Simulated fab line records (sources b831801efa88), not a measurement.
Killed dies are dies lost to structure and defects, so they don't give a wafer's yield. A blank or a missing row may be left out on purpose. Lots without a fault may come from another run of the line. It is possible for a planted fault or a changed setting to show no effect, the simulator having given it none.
What tool caused it? || flow gf180mcu || 11 lots, 33 wafers sampled, at 6 steps of a route of 602

## WHAT THE GAUGES READ, wafer by wafer
GF_HV_LDD_TW_MEAS_38.
{"lot": "L284", "measured": "day 11 17:41", "on": "film-metro-02", "HV_LDD_3_TW": "1446 1442 1455"}
{"lot": "L285", "measured": "day 12 01:38", "on": "film-metro-03", "HV_LDD_3_TW": "1429 1438 1445"}
{"lot": "L286", "measured": "day 12 02:56", "on": "film-metro-04", "HV_LDD_3_TW": "1452 1449 1447"}
{"lot": "L287", "measured": "day 12 12:12", "on": "film-metro-03", "HV_LDD_3_TW": "1442 1446 1444"}
{"lot": "L291", "measured": "day 13 19:50", "on": "film-metro-02", "HV_LDD_3_TW": "1443 1445 1452"}
{"lot": "L292", "measured": "day 14 05:30", "on": "film-metro-04", "HV_LDD_3_TW": "1445 1450 1457"}
{"lot": "L294", "measured": "day 15 00:52", "on": "film-metro-04", "HV_LDD_3_TW": "1448 1453 1450"}
{"lot": "L295", "measured": "day 15 06:37", "on": "film-metro-02", "HV_LDD_3_TW": "1446 1443 1446"}
{"lot": "L297", "measured": "day 15 20:17", "on": "film-metro-04", "HV_LDD_3_TW": "1443 1449 1446"}
{"lot": "L298", "measured": "day 16 05:29", "on": "film-metro-03", "HV_LDD_3_TW": "1446 1438 1449"}
{"lot": "L300", "measured": "day 16 14:31", "on": "film-metro-02", "HV_LDD_3_TW": "1038 1034 1035"}

GF_CONTACT_THK_MEAS_03.
{"lot": "L284", "measured": "day 15 07:20", "on": "film-metro-04", "CONTACT_CVD_02_THK (nm)": "860 867 881"}
{"lot": "L285", "measured": "day 15 15:52", "on": "film-metro-03", "CONTACT_CVD_02_THK (nm)": "860 847 867"}
{"lot": "L286", "measured": "day 15 20:33", "on": "film-metro-03", "CONTACT_CVD_02_THK (nm)": "869 856 891"}
{"lot": "L287", "measured": "day 16 05:00", "on": "film-metro-02", "CONTACT_CVD_02_THK (nm)": "847 857 856"}
{"lot": "L291", "measured": "day 17 17:26", "on": "film-metro-02", "CONTACT_CVD_02_THK (nm)": "857 884 862"}
{"lot": "L292", "measured": "day 18 02:41", "on": "film-metro-02", "CONTACT_CVD_02_THK (nm)": "844 869 850"}
{"lot": "L294", "measured": "day 19 01:03", "on": "film-metro-04", "CONTACT_CVD_02_THK (nm)": "861 868 843"}
{"lot": "L295", "measured": "day 19 08:22", "on": "film-metro-03", "CONTACT_CVD_02_THK (nm)": "863 876 867"}
{"lot": "L297", "measured": "day 19 22:59", "on": "film-metro-03", "CONTACT_CVD_02_THK (nm)": "855 844 857"}
{"lot": "L298", "measured": "day 20 10:35", "on": "film-metro-02", "CONTACT_CVD_02_THK (nm)": "866 864 879"}

GF_V1_BOW_MEAS_05.
{"lot": "L284", "measured": "day 17 07:59", "on": "film-metro-02", "V1_BOW (um)": "64 67 82"}
{"lot": "L285", "measured": "day 17 16:16", "on": "film-metro-02", "V1_BOW (um)": "78 75 73"}
{"lot": "L286", "measured": "day 17 20:20", "on": "film-metro-01", "V1_BOW (um)": "95 80 81"}
{"lot": "L287", "measured": "day 18 05:26", "on": "film-metro-01", "V1_BOW (um)": "80 80 81"}
{"lot": "L291", "measured": "day 19 21:32", "on": "film-metro-03", "V1_BOW (um)": "85 90 83"}
{"lot": "L292", "measured": "day 20 06:47", "on": "film-metro-01", "V1_BOW (um)": "98 92 95"}
{"lot": "L294", "measured": "day 21 05:33", "on": "film-metro-01", "V1_BOW (um)": "76 73 82"}
{"lot": "L295", "measured": "day 21 12:03", "on": "film-metro-01", "V1_BOW (um)": "75 74 94"}
{"lot": "L297", "measured": "day 22 02:41", "on": "film-metro-02", "V1_BOW (um)": "78 85 86"}
{"lot": "L298", "measured": "day 22 13:20", "on": "film-metro-01", "V1_BOW (um)": "84 80 86"}

## TOOL THAT RAN EACH LOT (tool first, then ch and the chambers of the sampled wafers, then the start)
{"lot": "L284", "GF_HV_LDD_STRIP_22": "plasma-asher-01 ch 0, day 10 21:40", "GF_HV_LDD_STRIP_37": "plasma-asher-03 ch 1, day 11 17:35", "GF_M1_SPUTTER_02": "pvd-sputter-03, day 16 07:26"}
{"lot": "L285", "GF_HV_LDD_STRIP_22": "plasma-asher-04 ch 0,1, day 11 06:26", "GF_HV_LDD_STRIP_37": "plasma-asher-04 ch 0,1, day 12 01:32", "GF_M1_SPUTTER_02": "pvd-sputter-01, day 16 15:44"}
{"lot": "L286", "GF_HV_LDD_STRIP_22": "plasma-asher-03 ch 1, day 11 07:25", "GF_HV_LDD_STRIP_37": "plasma-asher-04 ch 0,1, day 12 02:49", "GF_M1_SPUTTER_02": "pvd-sputter-01, day 16 20:07"}
{"lot": "L287", "GF_HV_LDD_STRIP_22": "plasma-asher-01 ch 0,1, day 11 16:52", "GF_HV_LDD_STRIP_37": "plasma-asher-03 ch 0,1, day 12 12:07", "GF_M1_SPUTTER_02": "pvd-sputter-01, day 17 05:04"}
{"lot": "L291", "GF_HV_LDD_STRIP_22": "plasma-asher-03 ch 0,1, day 12 23:26", "GF_HV_LDD_STRIP_37": "plasma-asher-04 ch 0,1, day 13 19:44", "GF_M1_SPUTTER_02": "pvd-sputter-04, day 18 18:32"}
{"lot": "L292", "GF_HV_LDD_STRIP_22": "plasma-asher-01 ch 0,1, day 13 08:57", "GF_HV_LDD_STRIP_37": "plasma-asher-03 ch 0,1, day 14 05:25", "GF_M1_SPUTTER_02": "pvd-sputter-03, day 19 04:26"}
{"lot": "L294", "GF_HV_LDD_STRIP_22": "plasma-asher-03 ch 0,1, day 14 03:06", "GF_HV_LDD_STRIP_37": "plasma-asher-04 ch 0,1, day 15 00:46", "GF_M1_SPUTTER_02": "pvd-sputter-01, day 20 03:20"}
{"lot": "L295", "GF_HV_LDD_STRIP_22": "plasma-asher-01 ch 0,1, day 14 08:46", "GF_HV_LDD_STRIP_37": "plasma-asher-01 ch 0,1, day 15 06:31", "GF_M1_SPUTTER_02": "pvd-sputter-01, day 20 10:30"}
{"lot": "L297", "GF_HV_LDD_STRIP_22": "plasma-asher-04 ch 0,1, day 14 21:23", "GF_HV_LDD_STRIP_37": "plasma-asher-04 ch 0,1, day 15 20:11", "GF_M1_SPUTTER_02": "pvd-sputter-03, day 21 01:18"}
{"lot": "L298", "GF_HV_LDD_STRIP_22": "plasma-asher-03 ch 0,1, day 15 06:49", "GF_HV_LDD_STRIP_37": "plasma-asher-03 ch 1, day 16 05:23", "GF_M1_SPUTTER_02": "pvd-sputter-03, day 21 12:02"}
{"lot": "L300", "GF_HV_LDD_STRIP_22": "plasma-asher-01 ch 0,1, day 15 15:50", "GF_HV_LDD_STRIP_37": "plasma-asher-01 ch 0,1, day 16 14:25", "GF_M1_SPUTTER_02": "-"}
- GF_HV_LDD_STRIP_22: strips in O2/N2.
- GF_HV_LDD_STRIP_37: strips in O2/N2.
- GF_M1_SPUTTER_02: material AlCu, target thk 450 nm, time 23.9 s.

## WHAT THE TOOLS THEMSELVES READ (means of the sampled wafers that have a number; where no wafer has one, the mark that the record gives instead)
GF_HV_LDD_STRIP_22.
{"lot": "L284", "tool": "plasma-asher-01", "chamber-pressure-mTorr (mTorr)": 1499.4, "drypump-motor-current-A (A)": 5.81, "heater-power-w (W)": 343, "oes-product-au (a.u.)": 0.715, "strip-time-to-endpoint-s (s)": 12.608}
{"lot": "L285", "tool": "plasma-asher-04", "chamber-pressure-mTorr (mTorr)": 1498.5, "drypump-motor-current-A (A)": 5.64, "heater-power-w (W)": 338, "oes-product-au (a.u.)": 0.716, "strip-time-to-endpoint-s (s)": 12.631}
{"lot": "L286", "tool": "plasma-asher-03", "chamber-pressure-mTorr (mTorr)": 1499.4, "drypump-motor-current-A (A)": 5.75, "heater-power-w (W)": 335, "oes-product-au (a.u.)": 0.716, "strip-time-to-endpoint-s (s)": 12.613}
{"lot": "L287", "tool": "plasma-asher-01", "chamber-pressure-mTorr (mTorr)": 1500.9, "drypump-motor-current-A (A)": 5.80, "heater-power-w (W)": 335, "oes-product-au (a.u.)": 0.712, "strip-time-to-endpoint-s (s)": 12.664}
{"lot": "L291", "tool": "plasma-asher-03", "chamber-pressure-mTorr (mTorr)": 1500.2, "drypump-motor-current-A (A)": 5.98, "heater-power-w (W)": 289, "oes-product-au (a.u.)": 0.716, "strip-time-to-endpoint-s (s)": 12.647}
{"lot": "L292", "tool": "plasma-asher-01", "chamber-pressure-mTorr (mTorr)": 1498.1, "drypump-motor-current-A (A)": 5.85, "heater-power-w (W)": 335, "oes-product-au (a.u.)": 0.716, "strip-time-to-endpoint-s (s)": 12.611}
{"lot": "L294", "tool": "plasma-asher-03", "chamber-pressure-mTorr (mTorr)": 1500.7, "drypump-motor-current-A (A)": 5.98, "heater-power-w (W)": 287, "oes-product-au (a.u.)": 0.713, "strip-time-to-endpoint-s (s)": 12.684}
{"lot": "L295", "tool": "plasma-asher-01", "chamber-pressure-mTorr (mTorr)": 1501.1, "drypump-motor-current-A (A)": 5.83, "heater-power-w (W)": 335, "oes-product-au (a.u.)": 0.713, "strip-time-to-endpoint-s (s)": 12.623}
{"lot": "L297", "tool": "plasma-asher-04", "chamber-pressure-mTorr (mTorr)": 1499.1, "drypump-motor-current-A (A)": 5.96, "heater-power-w (W)": 328, "oes-product-au (a.u.)": 0.711, "strip-time-to-endpoint-s (s)": 12.604}
{"lot": "L298", "tool": "plasma-asher-03", "chamber-pressure-mTorr (mTorr)": 1501.2, "drypump-motor-current-A (A)": 5.87, "heater-power-w (W)": 310, "oes-product-au (a.u.)": 0.720, "strip-time-to-endpoint-s (s)": 12.618}
{"lot": "L300", "tool": "plasma-asher-01", "chamber-pressure-mTorr (mTorr)": 1501.0, "drypump-motor-current-A (A)": 5.83, "heater-power-w (W)": 337, "oes-product-au (a.u.)": 0.957, "strip-time-to-endpoint-s (s)": "-"}

GF_HV_LDD_STRIP_37.
{"lot": "L284", "tool": "plasma-asher-03", "chamber-pressure-mTorr (mTorr)": 1499.5, "drypump-motor-current-A (A)": 5.8, "heater-power-w (W)": 325, "oes-product-au (a.u.)": 0.711, "strip-time-to-endpoint-s (s)": 12.655}
{"lot": "L285", "tool": "plasma-asher-04", "chamber-pressure-mTorr (mTorr)": 1498.5, "drypump-motor-current-A (A)": 5.7, "heater-power-w (W)": 333, "oes-product-au (a.u.)": 0.721, "strip-time-to-endpoint-s (s)": 12.622}
{"lot": "L286", "tool": "plasma-asher-04", "chamber-pressure-mTorr (mTorr)": 1499.1, "drypump-motor-current-A (A)": 5.6, "heater-power-w (W)": 338, "oes-product-au (a.u.)": 0.720, "strip-time-to-endpoint-s (s)": 12.657}
{"lot": "L287", "tool": "plasma-asher-03", "chamber-pressure-mTorr (mTorr)": 1500.4, "drypump-motor-current-A (A)": 6.0, "heater-power-w (W)": 291, "oes-product-au (a.u.)": 0.719, "strip-time-to-endpoint-s (s)": 12.634}
{"lot": "L291", "tool": "plasma-asher-04", "chamber-pressure-mTorr (mTorr)": 1500.7, "drypump-motor-current-A (A)": 5.7, "heater-power-w (W)": 336, "oes-product-au (a.u.)": 0.714, "strip-time-to-endpoint-s (s)": 12.684}
{"lot": "L292", "tool": "plasma-asher-03", "chamber-pressure-mTorr (mTorr)": 1499.5, "drypump-motor-current-A (A)": 6.0, "heater-power-w (W)": 284, "oes-product-au (a.u.)": 0.718, "strip-time-to-endpoint-s (s)": 12.609}
{"lot": "L294", "tool": "plasma-asher-04", "chamber-pressure-mTorr (mTorr)": 1500.1, "drypump-motor-current-A (A)": 6.0, "heater-power-w (W)": 328, "oes-product-au (a.u.)": 0.714, "strip-time-to-endpoint-s (s)": 12.633}
{"lot": "L295", "tool": "plasma-asher-01", "chamber-pressure-mTorr (mTorr)": 1497.5, "drypump-motor-current-A (A)": 5.8, "heater-power-w (W)": 337, "oes-product-au (a.u.)": 0.714, "strip-time-to-endpoint-s (s)": 12.625}
{"lot": "L297", "tool": "plasma-asher-04", "chamber-pressure-mTorr (mTorr)": 1499.1, "drypump-motor-current-A (A)": 6.0, "heater-power-w (W)": 321, "oes-product-au (a.u.)": 0.720, "strip-time-to-endpoint-s (s)": 12.605}
{"lot": "L298", "tool": "plasma-asher-03", "chamber-pressure-mTorr (mTorr)": 1499.7, "drypump-motor-current-A (A)": 5.8, "heater-power-w (W)": 327, "oes-product-au (a.u.)": 0.714, "strip-time-to-endpoint-s (s)": 12.604}
{"lot": "L300", "tool": "plasma-asher-01", "chamber-pressure-mTorr (mTorr)": 1500.4, "drypump-motor-current-A (A)": 5.8, "heater-power-w (W)": 336, "oes-product-au (a.u.)": 0.716, "strip-time-to-endpoint-s (s)": 14.419}

GF_M1_SPUTTER_02.
{"lot": "L284", "tool": "pvd-sputter-03", "chamber-pressure-pa (Pa)": 0.3995, "throttle-valve-pct (%)": 29.7}
{"lot": "L285", "tool": "pvd-sputter-01", "chamber-pressure-pa (Pa)": 0.3996, "throttle-valve-pct (%)": 29.6}
{"lot": "L286", "tool": "pvd-sputter-01", "chamber-pressure-pa (Pa)": 0.4004, "throttle-valve-pct (%)": 29.6}
{"lot": "L287", "tool": "pvd-sputter-01", "chamber-pressure-pa (Pa)": 0.3999, "throttle-valve-pct (%)": 30.7}
{"lot": "L291", "tool": "pvd-sputter-04", "chamber-pressure-pa (Pa)": 0.3999, "throttle-valve-pct (%)": 31.0}
{"lot": "L292", "tool": "pvd-sputter-03", "chamber-pressure-pa (Pa)": 0.4000, "throttle-valve-pct (%)": 30.4}
{"lot": "L294", "tool": "pvd-sputter-01", "chamber-pressure-pa (Pa)": 0.3992, "throttle-valve-pct (%)": 30.6}
{"lot": "L295", "tool": "pvd-sputter-01", "chamber-pressure-pa (Pa)": 0.3999, "throttle-valve-pct (%)": 30.7}
{"lot": "L297", "tool": "pvd-sputter-03", "chamber-pressure-pa (Pa)": 0.3999, "throttle-valve-pct (%)": 29.8}
{"lot": "L298", "tool": "pvd-sputter-03", "chamber-pressure-pa (Pa)": 0.4005, "throttle-valve-pct (%)": 30.4}

## THE ANSWER, worked out from the rows above alone
Rule: the lots themselves supply what counts as usual. Put in order of their means at a reading, lots are off if they are a third of the lots or fewer, leave a main group of 4 or more, and stand apart from it by a gap of 3 or more times the standard deviation of the main group's means; of several such gaps the widest counts. The tables above print the reading to a certain number of digits; a main group whose means all agree to those digits is not used. A lot without any number at a reading at which 4 lots or more have one is off too. Any other lot the step has rows for is counted as sound. Order of review: gauges by route order, followed by the tools' own readings, for which a lot's mean as printed above is used. The first step at which some lot is off is used, and at that step the reading that is off furthest; a lot without a number counts as furthest.
Off: L300, at GF_HV_LDD_TW_MEAS_38 (HV_LDD_3_TW). For the main group the mean is 1446 and the standard deviation 3.7.
If a tool, at a process step before that reading, ran all the lots that are off and no sound lot after the first of them, it fits. Not tried: the gauges at GF_HV_LDD_TW_MEAS_38; whatever is off there is also off at GF_HV_LDD_STRIP_22, on other tools, and gauge error can't account for it. One candidate fits, namely plasma-asher-01 at GF_HV_LDD_STRIP_22 and GF_HV_LDD_STRIP_37. At GF_HV_LDD_STRIP_22 its last sound lot is L295 (day 14 08:46), its first lot that is off L300 (day 15 15:50): a fault that began between those two fits.
On the lots that are off, the tool's own readings at GF_HV_LDD_STRIP_22 differ by more than 5 times the standard deviation of the sound lots' means, which bears it out; oes-product-au reads 0.957 a.u. there versus 0.715 a.u. on the sound lots.
Blank at GF_HV_LDD_STRIP_22 on the lots that are off, where sound lots have numbers: strip-time-to-endpoint-s.

## WHAT THE SIMULATOR PUT IN
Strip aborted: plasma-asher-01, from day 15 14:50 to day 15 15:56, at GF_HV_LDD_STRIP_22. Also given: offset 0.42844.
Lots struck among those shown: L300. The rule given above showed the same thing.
